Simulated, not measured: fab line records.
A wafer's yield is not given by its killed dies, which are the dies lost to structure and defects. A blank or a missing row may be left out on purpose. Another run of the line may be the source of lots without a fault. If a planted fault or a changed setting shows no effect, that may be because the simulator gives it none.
fab line records	flow gf180mcu
[record] lots = 5	wafers = 15	last_day = 33
route steps=602 shown M1@316 V1@335
lots that met no fault: taken from a fault-free run of the same line
start_h: hours from the record's opening day to when the first of the lot's shown wafers began	wait_h: hours since the lot's step before	" the same as in the row above	L1.1+2: several wafers, shown together as one row	- no value, or no start given	* or withheld: withheld	< > ~ a bound
route shown NAME@n: names a module that has steps shown in the file, with the first one's number in the route	usual: mean and standard deviation over wafers with no fault	same: alike in all rows	chamber/n: place in a boat	sites: readings site by site	_std_site: the values' standard deviation	_edge_site: the outer-site mean with the inner-site mean subtracted	radius_mm: how far each site lies from the wafer's centre	mask NAME#n: copy n	behind: tool/chamber where the wafer was last shaped	hold: what put the lot on hold/how long, in hours/how the hold closed	device: which transistor (n, p or np) failed to switch	end of line: at the end of the route, the tests of the same wafers	a step with no rows: only its recipe	killed: dies lost to structure and defects at the first sort, not the wafer's yield	map: a wafer's dies, x killed, . not, _ none there
set.NAME: the run value of the setting; set.NAME@STEP: its run value at that earlier step	model.NAME: the simulator's own value behind a step, which no gauge read
certain route steps with their lots: each step a table, each wafer a row
services: when a tool's chamber went out of use (start_h, in hours from the record's first day, below 0 if earlier), for how many hours, and the reason
[[steps]]
[step GF_M1_SPUTTER_01]
[recipe] material = TiN	target_thk_nm = 30	power_w = 6500	time_s = 25	chamber_pressure_pa = 0.4
[usual] throttle_valve_pct = 29.9/0.89
lot.wafer	tool	chamber	start_h	wait_h	throttle_valve_pct
L081.2	pvd_sputter-02	-	428.58	0.1	30.4
L081.4	"	-	"	"	29.6
L081.5	"	-	"	"	29.9
L086.4	pvd_sputter-03	-	475.02	0.1	29.3
L086.5	"	-	"	"	28.8
L086.6	"	-	"	"	29.2
L090.1	pvd_sputter-02	-	505.28	0.1	28.5
L090.2	"	-	"	"	30.7
L090.3	"	-	"	"	30.1
L092.2	pvd_sputter-04	-	520.27	0.1	28.6
L092.3	"	-	"	"	29.6
L092.4	"	-	"	"	29.9
L094.1	pvd_sputter-03	-	539.42	0.1	30.8
L094.4	"	-	"	"	29.3
L094.6	"	-	"	"	30.4
[step GF_M1_SPUTTER_02]
[recipe] material = AlCu	target_thk_nm = 450	power_w = 10600	time_s = 23.9	chamber_pressure_pa = 0.4
[usual] throttle_valve_pct = 29.9/0.88
lot.wafer	tool	chamber	start_h	wait_h	throttle_valve_pct
L081.2	pvd_sputter-02	-	428.61	0.0	30.6
L081.4	"	-	"	"	30.2
L081.5	"	-	"	"	29.8
L086.4	pvd_sputter-03	-	475.05	0.0	29.2
L086.5	"	-	"	"	28.6
L086.6	"	-	"	"	29.4
L090.1	pvd_sputter-02	-	505.31	0.0	28.5
L090.2	"	-	"	"	30.3
L090.3	"	-	"	"	30.0
L092.2	pvd_sputter-04	-	520.30	0.0	28.8
L092.3	"	-	"	"	29.5
L092.4	"	-	"	"	29.8
L094.1	pvd_sputter-03	-	539.45	0.0	30.7
L094.4	"	-	"	"	29.0
L094.6	"	-	"	"	30.3
[step GF_M1_SPUTTER_03]
[recipe] material = Ti	target_thk_nm = 10	substrate_temp_c = 300	chamber_pressure_pa = 0.3	power_w = 3000	time_s = 6.7
[usual] throttle_valve_pct = 29.9/0.89
lot.wafer	tool	chamber	start_h	wait_h	throttle_valve_pct
L081.2	pvd_sputter-02	-	428.64	0.0	30.7
L081.4	"	-	"	"	29.7
L081.5	"	-	"	"	30.1
L086.4	pvd_sputter-03	-	475.08	0.0	29.2
L086.5	"	-	"	"	29.1
L086.6	"	-	"	"	29.7
L090.1	pvd_sputter-02	-	505.34	0.0	28.9
L090.2	"	-	"	"	30.4
L090.3	"	-	"	"	29.9
L092.2	pvd_sputter-04	-	520.33	0.0	28.9
L092.3	"	-	"	"	29.6
L092.4	"	-	"	"	29.5
L094.1	pvd_sputter-03	-	539.48	0.0	30.8
L094.4	"	-	"	"	29.3
L094.6	"	-	"	"	30.8
[step GF_M1_SPUTTER_04]
[recipe] material = TiN	target_thk_nm = 50	power_w = 6500	time_s = 41.7	chamber_pressure_pa = 0.4
[usual] throttle_valve_pct = 29.9/0.9
lot.wafer	tool	chamber	start_h	wait_h	throttle_valve_pct
L081.2	pvd_sputter-02	-	428.66	0.0	30.5
L081.4	"	-	"	"	29.9
L081.5	"	-	"	"	30.2
L086.4	pvd_sputter-03	-	475.10	0.0	29.6
L086.5	"	-	"	"	28.6
L086.6	"	-	"	"	29.5
L090.1	pvd_sputter-02	-	505.36	0.0	28.7
L090.2	"	-	"	"	30.6
L090.3	"	-	"	"	30.1
L092.2	pvd_sputter-04	-	520.35	0.0	28.8
L092.3	"	-	"	"	29.5
L092.4	"	-	"	"	30.0
L094.1	pvd_sputter-03	-	539.50	0.0	30.8
L094.4	"	-	"	"	29.4
L094.6	"	-	"	"	30.3
[step GF_M1_RS_MEAS_05]
[recipe] thk_meas_gauge = four-point-probe	reads = TiN_of_M1_SPUTTER_04+Ti_of_M1_SPUTTER_03+AlCu_of_M1_SPUTTER_02+TiN_of_M1_SPUTTER_01+Ti_of_M1_SPUTTER_00
[usual] M1_ALCU_RS = 0.0693/0.00086
lot.wafer	tool	chamber	start_h	wait_h	M1_ALCU_RS[ohm/sq]
L081.2	film_metro-02	-	428.72	0.0	0.0703
L081.4	"	-	"	"	0.0698
L081.5	"	-	"	"	0.0697
L086.4	film_metro-01	-	475.20	0.1	0.0685
L086.5	"	-	"	"	0.0687
L086.6	"	-	"	"	0.0689
L090.1	film_metro-04	-	505.40	0.0	0.0693
L090.2	"	-	"	"	0.0704
L090.3	"	-	"	"	0.0690
L092.2	film_metro-02	-	520.41	0.0	0.0686
L092.3	"	-	"	"	0.0673
L092.4	"	-	"	"	0.0678
L094.1	film_metro-02	-	539.54	0.0	0.0695
L094.4	"	-	"	"	0.0701
L094.6	"	-	"	"	0.0690
[step GF_M1_THK_MEAS_06]
[recipe] thk_meas_gauge = xrf	reads = AlCu_of_M1_SPUTTER_02
[usual] M1_ALCU_THK = 452/6.3
lot.wafer	tool	chamber	start_h	wait_h	M1_ALCU_THK[nm]
L081.2	film_metro-02	-	428.83	0.1	445
L081.4	"	-	"	"	450
L081.5	"	-	"	"	451
L086.4	film_metro-01	-	475.29	0.1	466
L086.5	"	-	"	"	462
L086.6	"	-	"	"	461
L090.1	film_metro-04	-	505.52	0.1	451
L090.2	"	-	"	"	442
L090.3	"	-	"	"	453
L092.2	film_metro-02	-	520.52	0.1	453
L092.3	"	-	"	"	465
L092.4	"	-	"	"	460
L094.1	film_metro-02	-	539.66	0.1	450
L094.4	"	-	"	"	448
L094.6	"	-	"	"	457
[step GF_M1_DEHYDRATE_07]
[recipe] temp_c = 200	time_s = 60
[usual] exhaust_pa = 45.0/0.95
lot.wafer	tool	chamber	start_h	wait_h	exhaust_pa
L081.2	litho_track-03	0	440.24	11.4	45.4
L081.4	"	0	"	"	45.3
L081.5	"	0	"	"	45.0
L086.4	litho_track-01	0	486.50	11.2	43.5
L086.5	"	0	"	"	44.0
L086.6	"	0	"	"	44.4
L090.1	litho_track-02	0	516.12	10.6	45.0
L090.2	"	0	"	"	44.8
L090.3	"	0	"	"	46.0
L092.2	litho_track-03	0	531.79	11.3	44.7
L092.3	"	0	"	"	44.1
L092.4	"	0	"	"	44.7
L094.1	litho_track-03	0	550.06	10.4	46.6
L094.4	"	0	"	"	45.5
L094.6	"	0	"	"	45.5
[step GF_M1_HMDS_08]
[recipe] prime_time_s = 60	prime_temp_c = 120
[usual] exhaust_pa = 45.0/0.95
lot.wafer	tool	chamber	start_h	wait_h	exhaust_pa
L081.2	litho_track-03	0	440.39	0.1	44.0
L081.4	"	0	"	"	45.9
L081.5	"	0	"	"	44.4
L086.4	litho_track-01	0	486.65	0.1	46.1
L086.5	"	0	"	"	46.4
L086.6	"	0	"	"	45.6
L090.1	litho_track-02	0	516.27	0.1	43.7
L090.2	"	0	"	"	44.3
L090.3	"	0	"	"	45.4
L092.2	litho_track-03	0	531.94	0.1	43.9
L092.3	"	0	"	"	43.6
L092.4	"	0	"	"	44.9
L094.1	litho_track-03	0	550.21	0.1	43.4
L094.4	"	0	"	"	42.5
L094.6	"	0	"	"	43.0
[step GF_M1_COAT_09]
[recipe] resist = KrF	spin_rpm = withheld	resist_thk_nm = 1000
[usual] exhaust_pa = 45.0/0.84
lot.wafer	tool	chamber	start_h	wait_h	exhaust_pa
L081.2	litho_track-03	0	440.54	0.1	45.3
L081.4	"	0	"	"	45.6
L081.5	"	0	"	"	46.0
L086.4	litho_track-01	0	486.80	0.1	43.6
L086.5	"	0	"	"	44.0
L086.6	"	0	"	"	44.7
L090.1	litho_track-02	0	516.42	0.1	44.6
L090.2	"	0	"	"	44.9
L090.3	"	0	"	"	44.8
L092.2	litho_track-03	0	532.09	0.1	45.7
L092.3	"	0	"	"	46.3
L092.4	"	0	"	"	45.3
L094.1	litho_track-03	0	550.36	0.1	44.2
L094.4	"	0	"	"	44.2
L094.6	"	0	"	"	44.0
[step GF_M1_SOFTBAKE_10]
[recipe] temp_c = 130	time_s = 60	resist = KrF
[usual] exhaust_pa = 45.3/0.73
lot.wafer	tool	chamber	start_h	wait_h	exhaust_pa
L081.2	litho_track-03	0	440.69	0.1	45.0
L081.4	"	0	"	"	45.0
L081.5	"	0	"	"	45.1
L086.4	litho_track-01	0	486.95	0.1	44.9
L086.5	"	0	"	"	44.8
L086.6	"	0	"	"	46.0
L090.1	litho_track-02	0	516.57	0.1	45.4
L090.2	"	0	"	"	44.9
L090.3	"	0	"	"	45.2
L092.2	litho_track-03	0	532.24	0.1	44.0
L092.3	"	0	"	"	43.9
L092.4	"	0	"	"	44.4
L094.1	litho_track-03	0	550.51	0.1	45.8
L094.4	"	0	"	"	46.0
L094.6	"	0	"	"	46.6
[step GF_M1_EXPOSE_11]
[recipe] mask_id = Metal1	target_cd_nm = 230	na = 0.68	source_shape = conventional	sigma_outer = 0.6	dose_mj = 28
[usual] exposure_dose_mJ_cm2 = 28.15/0.13	stage_vel_mm_s = 500.07/0.25
lot.wafer	tool	chamber	start_h	wait_h	mask	exposure_dose_mJ_cm2	stage_vel_mm_s
L081.2	krf_scanner-02	0	-	-	Metal1#0	28.03	500.19
L081.4	"	0	"	"	Metal1#0	28.01	500.02
L081.5	"	0	"	"	Metal1#0	28.03	499.52
L086.4	krf_scanner-02	0	-	-	Metal1#0	28.16	500.19
L086.5	"	0	"	"	Metal1#0	28.16	500.20
L086.6	"	0	"	"	Metal1#0	28.14	500.32
L090.1	krf_scanner-02	0	-	-	Metal1#0	28.11	500.39
L090.2	"	0	"	"	Metal1#0	28.15	500.20
L090.3	"	0	"	"	Metal1#0	28.11	500.42
L092.2	krf_scanner-02	0	-	-	Metal1#0	28.13	499.86
L092.3	"	0	"	"	Metal1#0	28.12	499.80
L092.4	"	0	"	"	Metal1#0	28.15	500.15
L094.1	krf_scanner-02	0	-	-	Metal1#0	28.15	499.97
L094.4	"	0	"	"	Metal1#0	28.16	499.75
L094.6	"	0	"	"	Metal1#0	28.18	499.94
[step GF_M1_PEB_12]
[recipe] peb_temp_c = 135	peb_time_s = 90	resist = KrF
[usual] exhaust_pa = 45.0/0.95
lot.wafer	tool	chamber	start_h	wait_h	exhaust_pa
L081.2	litho_track-01	0	-	-	45.8
L081.4	"	0	"	"	44.9
L081.5	"	0	"	"	44.3
L086.4	litho_track-03	0	-	-	47.3
L086.5	"	0	"	"	45.9
L086.6	"	0	"	"	46.6
L090.1	litho_track-03	0	-	-	43.9
L090.2	"	0	"	"	44.6
L090.3	"	0	"	"	44.8
L092.2	litho_track-03	0	-	-	43.5
L092.3	"	0	"	"	44.6
L092.4	"	0	"	"	43.9
L094.1	litho_track-02	0	-	-	44.7
L094.4	"	0	"	"	44.6
L094.6	"	0	"	"	44.3
[step GF_M1_DEVELOP_13]
[recipe] develop_time_s = 60	dev_temp_c = 21
[usual] exhaust_pa = 44.7/0.96
lot.wafer	tool	chamber	start_h	wait_h	exhaust_pa
L081.2	litho_track-01	0	453.16	0.2	44.4
L081.4	"	0	"	"	43.9
L081.5	"	0	"	"	45.4
L086.4	litho_track-03	0	499.29	0.1	46.1
L086.5	"	0	"	"	44.7
L086.6	"	0	"	"	44.1
L090.1	litho_track-03	0	527.86	0.2	43.9
L090.2	"	0	"	"	43.3
L090.3	"	0	"	"	43.4
L092.2	litho_track-03	0	543.19	0.2	44.0
L092.3	"	0	"	"	43.6
L092.4	"	0	"	"	44.5
L094.1	litho_track-02	0	561.36	0.2	45.5
L094.4	"	0	"	"	45.9
L094.6	"	0	"	"	44.7
[step GF_M1_CD_MEAS_14]
[recipe] target_cd_nm = 230
[usual] cd_nm = 230.0/1.2
lot.wafer	tool	chamber	start_h	wait_h	cd_nm
L081.2	cd_sem-01	-	453.30	0.1	228.3
L081.4	"	-	"	"	229.8
L081.5	"	-	"	"	228.9
L086.4	cd_sem-01	-	499.42	0.1	231.1
L086.5	"	-	"	"	230.5
L086.6	"	-	"	"	231.3
L090.1	cd_sem-02	-	528.06	0.2	231.4
L090.2	"	-	"	"	230.2
L090.3	"	-	"	"	230.9
L092.2	cd_sem-02	-	543.33	0.1	230.8
L092.3	"	-	"	"	230.7
L092.4	"	-	"	"	230.1
L094.1	cd_sem-01	-	561.51	0.1	231.3
L094.4	"	-	"	"	231.1
L094.6	"	-	"	"	230.6
[step GF_M1_OVL_MEAS_15]
[usual] M1_OVL = 3/5.1
lot.wafer	tool	chamber	start_h	wait_h	M1_OVL[nm]
L081.2	overlay-02	-	453.41	0.1	6
L081.4	"	-	"	"	9
L081.5	"	-	"	"	7
L086.4	overlay-02	-	499.50	0.1	-2
L086.5	"	-	"	"	-10
L086.6	"	-	"	"	-4
L090.1	overlay-02	-	528.18	0.1	-2
L090.2	"	-	"	"	-1
L090.3	"	-	"	"	-5
L092.2	overlay-02	-	543.44	0.1	7
L092.3	"	-	"	"	4
L092.4	"	-	"	"	2
L094.1	overlay-02	-	561.63	0.1	4
L094.4	"	-	"	"	3
L094.6	"	-	"	"	4
[step GF_M1_METAL_ETCH_16]
[recipe] chemistry = Cl2/BCl3	mask_material = KrF	target_depth_nm = 750.8	stop_on = SiO2	pressure_mtorr = 8	icp_w = 800	bias_w = 140	Cl2_flow_sccm = 80	bcl3_flow_sccm = 40	time_s = 125.1
[usual] drypump_motor_current_A = 5.7/0.4	oes_product_au = 0.992/0.0057	throttle_valve_pct = 28.229/0.0094
lot.wafer	tool	chamber	start_h	wait_h	drypump_motor_current_A	oes_product_au	rf_hours_counter_h	throttle_valve_pct
L081.2	rie_metal-02	0	453.44	0.0	5.5	0.991	4	28.227
L081.4	"	0	"	"	5.4	0.999	-	28.235
L081.5	"	1	"	"	5.8	0.993	-	28.212
L086.4	rie_metal-04	0	499.56	0.1	6.1	0.983	-	28.232
L086.5	"	1	"	"	5.1	0.994	-	28.226
L086.6	"	0	"	"	6.1	1.000	-	28.241
L090.1	rie_metal-04	0	528.22	0.0	6.1	0.989	10	28.244
L090.2	"	1	"	"	5.1	0.990	1	28.240
L090.3	"	0	"	"	6.1	0.989	-	28.225
L092.2	rie_metal-04	0	543.47	0.0	6.1	0.992	10	28.239
L092.3	"	1	"	"	5.1	0.979	-	28.225
L092.4	"	0	"	"	6.1	0.994	-	28.238
L094.1	rie_metal-01	0	561.67	0.0	5.3	0.991	8	28.230
L094.4	"	1	"	"	6.3	0.986	-	28.243
L094.6	"	0	"	"	5.3	0.980	-	28.237
[step GF_M1_STRIP_17]
[recipe] chemistry = O2/N2	power_w = 1400	pressure_mtorr = 1500	platen_temp_c = 250	o2_flow_sccm = 3000	n2_flow_sccm = 300	overash_fraction = 0.5
[usual] drypump_motor_current_A = 5.8/0.49	heater_power_w = 338/20	oes_product_au = 0.537/0.0053	strip_time_to_endpoint_s = 7.36/0.048
lot.wafer	tool	chamber	start_h	wait_h	drypump_motor_current_A	heater_power_w	oes_product_au	rf_hours_counter_h	strip_time_to_endpoint_s
L081.2	plasma_asher-01	0	453.57	0.1	5.2	336	0.542	72	7.38
L081.4	"	1	"	"	6.3	314	0.533	-	7.35
L081.5	"	1	"	"	6.3	326	0.535	-	7.32
L086.4	plasma_asher-01	1	499.68	0.1	6.2	320	0.539	-	7.43
L086.5	"	1	"	"	6.3	318	0.544	-	7.41
L086.6	"	0	"	"	5.2	340	0.547	-	7.41
L090.1	plasma_asher-01	0	528.35	0.1	5.1	340	0.541	80	7.47
L090.2	"	1	"	"	6.3	320	0.537	80	7.41
L090.3	"	0	"	"	5.1	327	0.541	-	7.42
L092.2	plasma_asher-04	0	543.60	0.1	5.4	363	0.533	94	7.30
L092.3	"	1	"	"	5.5	386	0.547	-	7.36
L092.4	"	0	"	"	5.5	363	0.535	-	7.36
L094.1	plasma_asher-03	0	561.80	0.1	5.6	317	0.543	13	7.37
L094.4	"	1	"	"	6.5	333	0.533	-	7.37
L094.6	"	1	"	"	6.5	316	0.534	-	7.45
[step GF_M1_STRIP_18]
[recipe] chemistry = post_etch_residue_remover	time_s = 1200	temp_c = 72.5
[usual] temp_c = 72.46/0.13
lot.wafer	tool	chamber	start_h	wait_h	temp_c
L081.2	wet_bench-01	3	453.67	0.1	72.45
L081.4	"	3	"	"	72.35
L081.5	"	3	"	"	72.30
L086.4	wet_bench-01	2	499.75	0.0	72.47
L086.5	"	2	"	"	72.49
L086.6	"	2	"	"	72.49
L090.1	wet_bench-01	1	528.45	0.1	72.48
L090.2	"	1	"	"	72.55
L090.3	"	1	"	"	72.60
L092.2	wet_bench-01	2	543.70	0.1	72.53
L092.3	"	2	"	"	72.50
L092.4	"	2	"	"	72.51
L094.1	wet_bench-03	2	561.90	0.1	72.17
L094.4	"	2	"	"	72.32
L094.6	"	2	"	"	72.53
[step GF_M1_CLEAN_19]
[recipe] chemistry = DIW	dry = n2_spin
lot.wafer	tool	chamber	start_h	wait_h
L081.2+4+5	wet_bench-04	1	454.35	0.0
L086.4+5+6	wet_bench-04	3	500.09	0.0
L090.1+2+3	wet_bench-04	3	528.82	0.0
L092.2+3+4	wet_bench-04	2	544.07	0.0
L094.1+4+6	wet_bench-01	1	562.24	0.0
[step GF_V1_CVD_00]
[recipe] material = SiO2	target_thk_nm = 600	sigma_open_frac = 0.3	temp_c = 400	time_s = 100	sih4_flow_sccm = 60	pressure_mtorr = 6
[usual] susceptor_temp_C = 400.03/0.23
lot.wafer	tool	chamber	start_h	wait_h	susceptor_temp_C
L081.2	hdpcvd-02	1	454.45	0.0	399.62
L081.4	"	2	"	"	399.93
L081.5	"	1	"	"	399.65
L086.4	hdpcvd-02	1	500.23	0.0	400.01
L086.5	"	0	"	"	400.06
L086.6	"	2	"	"	400.15
L090.1	hdpcvd-02	0	528.92	0.0	399.89
L090.2	"	1	"	"	399.77
L090.3	"	2	"	"	400.36
L092.2	hdpcvd-02	0	544.16	0.0	400.27
L092.3	"	1	"	"	400.18
L092.4	"	2	"	"	400.18
L094.1	hdpcvd-02	2	562.33	0.0	400.30
L094.4	"	0	"	"	400.01
L094.6	"	2	"	"	400.55
[step GF_V1_THK_MEAS_01]
[recipe] reads = SiO2_of_V1_CVD_00
[usual] V1_CVD_00_THK = 602/7.6
lot.wafer	tool	chamber	start_h	wait_h	V1_CVD_00_THK[nm]
L081.2	film_metro-03	-	454.53	0.0	608
L081.4	"	-	"	"	606
L081.5	"	-	"	"	603
L086.4	film_metro-03	-	500.29	0.0	607
L086.5	"	-	"	"	593
L086.6	"	-	"	"	606
L090.1	film_metro-04	-	528.99	0.0	601
L090.2	"	-	"	"	606
L090.3	"	-	"	"	599
L092.2	film_metro-02	-	544.24	0.0	596
L092.3	"	-	"	"	603
L092.4	"	-	"	"	597
L094.1	film_metro-04	-	562.41	0.0	583
L094.4	"	-	"	"	590
L094.6	"	-	"	"	589
[step GF_V1_CVD_02]
[recipe] material = SiO2	target_thk_nm = 850	precursor = TEOS	temp_c = 400	time_s = 92.91	rf_w = 600
[usual] heater_power_w = 646/70	susceptor_temp_C = 400.01/0.21
lot.wafer	tool	chamber	start_h	wait_h	heater_power_w	susceptor_temp_C
L081.2	pecvd-03	2	454.58	0.0	733	400.10
L081.4	"	1	"	"	747	399.83
L081.5	"	2	"	"	598	400.03
L086.4	pecvd-01	2	500.36	0.1	736	399.85
L086.5	"	0	"	"	659	400.21
L086.6	"	1	"	"	621	399.89
L090.1	pecvd-04	1	529.05	0.1	671	399.73
L090.2	"	2	"	"	680	399.78
L090.3	"	0	"	"	521	400.01
L092.2	pecvd-01	1	544.29	0.0	619	400.00
L092.3	"	0	"	"	575	399.99
L092.4	"	2	"	"	760	400.13
L094.1	pecvd-04	2	562.47	0.1	701	399.96
L094.4	"	2	"	"	718	399.41
L094.6	"	0	"	"	577	399.99
[step GF_V1_THK_MEAS_03]
[recipe] reads = SiO2_of_V1_CVD_02
[usual] V1_CVD_02_THK = 837/11
lot.wafer	tool	chamber	start_h	wait_h	V1_CVD_02_THK[nm]
L081.2	film_metro-03	-	454.66	0.0	827
L081.4	"	-	"	"	826
L081.5	"	-	"	"	831
L086.4	film_metro-02	-	500.42	0.0	827
L086.5	"	-	"	"	832
L086.6	"	-	"	"	842
L090.1	film_metro-03	-	529.12	0.0	840
L090.2	"	-	"	"	834
L090.3	"	-	"	"	824
L092.2	film_metro-02	-	544.37	0.0	846
L092.3	"	-	"	"	834
L092.4	"	-	"	"	847
L094.1	film_metro-03	-	562.53	0.0	829
L094.4	"	-	"	"	846
L094.6	"	-	"	"	829
[step GF_V1_CMP_04]
[recipe] material = SiO2	down_force_psi = 4	platen_rpm = 60	pad_velocity_m_s = 0.94248
[usual] motor_current_A = 11.0/1.5	time_to_endpoint_s = 75/5.7
lot.wafer	tool	chamber	start_h	wait_h	motor_current_A	time_to_endpoint_s
L081.4	cmp-01	3	454.94	0.2	11.7	66
L081.2	"	0	"	"	10.6	78
L081.5	"	0	"	"	11.0	77
L086.4	cmp-02	0	500.50	0.1	8.0	73
L086.6	"	3	"	"	12.4	78
L086.5	"	0	"	"	8.7	78
L090.3	cmp-02	2	529.18	0.0	10.3	70
L090.2	"	0	"	"	8.4	79
L090.1	"	1	"	"	12.9	77
L092.4	cmp-01	2	544.42	0.0	9.5	80
L092.2	"	0	"	"	10.5	78
L092.3	"	1	"	"	11.5	69
L094.1	cmp-01	2	562.64	0.1	8.9	71
L094.4	"	3	"	"	11.8	69
L094.6	"	2	"	"	9.6	69
[step GF_V1_BOW_MEAS_05]
[recipe] mode = bow
[usual] V1_BOW = 83/7.1
lot.wafer	tool	chamber	start_h	wait_h	V1_BOW[um]
L081.2	film_metro-02	-	455.26	0.2	94
L081.4	"	-	"	"	81
L081.5	"	-	"	"	88
L086.4	film_metro-02	-	500.81	0.3	83
L086.5	"	-	"	"	83
L086.6	"	-	"	"	87
L090.1	film_metro-04	-	529.48	0.1	75
L090.2	"	-	"	"	86
L090.3	"	-	"	"	75
L092.2	film_metro-02	-	544.74	0.2	82
L092.3	"	-	"	"	78
L092.4	"	-	"	"	88
L094.1	film_metro-04	-	562.89	0.2	88
L094.4	"	-	"	"	87
L094.6	"	-	"	"	84
[step GF_V1_DEHYDRATE_06]
[recipe] temp_c = 200	time_s = 60
[usual] exhaust_pa = 45.2/0.85
lot.wafer	tool	chamber	start_h	wait_h	exhaust_pa
L081.2	litho_track-04	0	466.99	11.7	44.3
L081.4	"	0	"	"	43.2
L081.5	"	0	"	"	43.6
L086.4	litho_track-04	0	511.88	11.1	45.0
L086.5	"	0	"	"	45.7
L086.6	"	0	"	"	45.7
L090.1	litho_track-02	0	540.11	10.6	45.6
L090.2	"	0	"	"	46.1
L090.3	"	0	"	"	45.6
L092.2	litho_track-04	0	555.48	10.7	45.0
L092.3	"	0	"	"	45.9
L092.4	"	0	"	"	44.7
L094.1	litho_track-04	0	573.31	10.4	45.1
L094.4	"	0	"	"	45.7
L094.6	"	0	"	"	44.5
[step GF_V1_HMDS_07]
[recipe] prime_time_s = 60	prime_temp_c = 120
[usual] exhaust_pa = 45.1/0.93
lot.wafer	tool	chamber	start_h	wait_h	exhaust_pa
L081.2	litho_track-04	0	467.14	0.1	45.1
L081.4	"	0	"	"	45.2
L081.5	"	0	"	"	45.1
L086.4	litho_track-04	0	512.03	0.1	45.2
L086.5	"	0	"	"	45.4
L086.6	"	0	"	"	44.5
L090.1	litho_track-02	0	540.26	0.1	45.9
L090.2	"	0	"	"	45.6
L090.3	"	0	"	"	45.6
L092.2	litho_track-04	0	555.63	0.1	44.6
L092.3	"	0	"	"	45.3
L092.4	"	0	"	"	43.7
L094.1	litho_track-04	0	573.46	0.1	46.8
L094.4	"	0	"	"	46.3
L094.6	"	0	"	"	46.6
[step GF_V1_COAT_08]
[recipe] resist = BARC	temp_c = withheld	time_s = withheld	spin_rpm = withheld	resist_thk_nm = withheld
[usual] exhaust_pa = 45.0/0.87
lot.wafer	tool	chamber	start_h	wait_h	exhaust_pa
L081.2	litho_track-04	0	467.29	0.1	45.0
L081.4	"	0	"	"	43.2
L081.5	"	0	"	"	43.7
L086.4	litho_track-04	0	512.18	0.1	44.7
L086.5	"	0	"	"	45.0
L086.6	"	0	"	"	44.8
L090.1	litho_track-02	0	540.41	0.1	46.0
L090.2	"	0	"	"	45.4
L090.3	"	0	"	"	44.5
L092.2	litho_track-04	0	555.78	0.1	44.6
L092.3	"	0	"	"	44.8
L092.4	"	0	"	"	43.9
L094.1	litho_track-04	0	573.61	0.1	44.5
L094.4	"	0	"	"	45.8
L094.6	"	0	"	"	45.0
[step GF_V1_COAT_09]
[recipe] resist = KrF	spin_rpm = withheld	resist_thk_nm = 1000
[usual] exhaust_pa = 45.0/0.87
lot.wafer	tool	chamber	start_h	wait_h	exhaust_pa
L081.2	litho_track-04	0	-	-	45.5
L081.4	"	0	"	"	45.2
L081.5	"	0	"	"	45.1
L086.4	litho_track-04	0	-	-	44.1
L086.5	"	0	"	"	44.4
L086.6	"	0	"	"	43.8
L090.1	litho_track-02	0	-	-	43.6
L090.2	"	0	"	"	44.9
L090.3	"	0	"	"	43.7
L092.2	litho_track-04	0	-	-	44.5
L092.3	"	0	"	"	45.9
L092.4	"	0	"	"	43.5
L094.1	litho_track-04	0	-	-	44.3
L094.4	"	0	"	"	43.5
L094.6	"	0	"	"	43.6
[step GF_V1_SOFTBAKE_10]
[recipe] temp_c = 130.6	time_s = 60	resist = KrF
[usual] exhaust_pa = 44.9/0.83
lot.wafer	tool	chamber	start_h	wait_h	exhaust_pa
L081.2	litho_track-04	0	-	-	45.3
L081.4	"	0	"	"	43.9
L081.5	"	0	"	"	46.0
L086.4	litho_track-04	0	-	-	44.2
L086.5	"	0	"	"	43.0
L086.6	"	0	"	"	43.6
L090.1	litho_track-02	0	-	-	45.3
L090.2	"	0	"	"	45.3
L090.3	"	0	"	"	44.8
L092.2	litho_track-04	0	-	-	45.5
L092.3	"	0	"	"	45.4
L092.4	"	0	"	"	44.8
L094.1	litho_track-04	0	-	-	46.7
L094.4	"	0	"	"	46.2
L094.6	"	0	"	"	46.1
[step GF_V1_EXPOSE_11]
[recipe] mask_id = Via1	target_cd_nm = 260	na = 0.68	source_shape = conventional	sigma_outer = 0.6	dose_mj = 38
[usual] exposure_dose_mJ_cm2 = 37.82/0.15	stage_vel_mm_s = 500.06/0.25
lot.wafer	tool	chamber	start_h	wait_h	mask	exposure_dose_mJ_cm2	stage_vel_mm_s
L081.2	krf_scanner-01	0	-	-	Via1#0	38.03	500.17
L081.4	"	0	"	"	Via1#0	38.04	500.03
L081.5	"	0	"	"	Via1#0	37.99	500.20
L086.4	krf_scanner-02	0	-	-	Via1#0	37.76	499.76
L086.5	"	0	"	"	Via1#0	37.79	500.02
L086.6	"	0	"	"	Via1#0	37.75	499.86
L090.1	krf_scanner-02	0	-	-	Via1#0	37.74	499.83
L090.2	"	0	"	"	Via1#0	37.69	500.17
L090.3	"	0	"	"	Via1#0	37.76	499.99
L092.2	krf_scanner-02	0	-	-	Via1#0	37.81	500.29
L092.3	"	0	"	"	Via1#0	37.75	500.19
L092.4	"	0	"	"	Via1#0	37.72	500.43
L094.1	krf_scanner-01	0	-	-	Via1#0	37.98	499.85
L094.4	"	0	"	"	Via1#0	38.03	499.84
L094.6	"	0	"	"	Via1#0	38.00	499.97
[[services]]
tool	chamber	start_h	hours	kind
krf_scanner-01	-	405.98	1.3	pm
cmp-02	-	412.78	0.4	repair
pvd_sputter-02	-	439.40	1.9	repair
krf_scanner-02	-	444.41	0.8	pm
pecvd-01	-	448.71	1.2	repair
pecvd-04	-	456.32	14.6	pm
krf_scanner-01	-	475.91	21.0	pm
pecvd-04	-	480.73	3.3	repair
hdpcvd-02	-	486.28	1.6	repair
cmp-01	-	488.07	17.2	pm
krf_scanner-02	-	496.91	1.0	pm
krf_scanner-01	-	497.91	0.8	pm
krf_scanner-01	-	500.38	1.0	pm
krf_scanner-02	-	504.10	1.3	pm
hdpcvd-02	-	509.80	0.8	repair
pvd_sputter-02	-	511.22	4.6	repair
cmp-02	-	517.59	6.2	pm
pecvd-04	-	518.81	2.8	pm
pvd_sputter-02	-	531.26	12.1	repair
hdpcvd-02	-	531.86	0.3	repair
cmp-01	-	533.81	3.7	repair
cmp-02	-	539.75	2.1	repair
rie_metal-04	-	563.36	1.1	repair
pvd_sputter-03	-	567.17	1.8	repair
[[key]]
fault none
